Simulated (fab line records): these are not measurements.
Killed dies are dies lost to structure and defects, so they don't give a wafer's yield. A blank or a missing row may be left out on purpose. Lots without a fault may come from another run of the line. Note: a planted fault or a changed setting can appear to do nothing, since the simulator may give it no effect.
Chamber matching    flow sky130    SKY_LI_CONTACT_ETCH_14 on rie-diel-03 has 4 sister chambers
The step etches BARC in N2/H2, stops on SiO2, time 45.9 s, target depth 60 nm. 4 wafers are shown with their chamber, then 7 later ones without.

== WAFERS WITH THEIR CHAMBER ==
wafer   chamber  drypump-motor-current-A (A)
L591.6  2        6.3
L594.4  3        6.6
L596.1  1        5.6
L596.4  0        5.9

== WAFERS WITHOUT THEIR CHAMBER ==
wafer   drypump-motor-current-A (A)
L596.5  5.9
L598.1  5.9
L598.4  6.6
L598.5  6.6
L600.1  6.6
L600.4  5.5
L600.5  6.3

== THE CHAMBER EACH PASSED THROUGH ==
wafer   from the rows above  in truth
L596.5  0                    0
L598.1  0                    0
L598.4  3                    3
L598.5  3                    3
L600.1  3                    3
L600.4  1                    1
L600.5  2                    2
7 of 7 placed correctly. Left unplaced by these rows: 0. Wrongly placed: 0.
How it was worked out, from the rows above alone: a wafer's distance from a chamber is the root of the sum, over the readings, of the square of ((its reading less the chamber's mean) divided by the reading's scatter). The wafer belongs to the nearest chamber; if the next one is less than 2 further off, it can't be placed. A chamber's mean is the mean of its shown wafers. The scatter: root of mean squared gap, hidden wafer to nearest shown wafer, with one shown wafer a chamber.
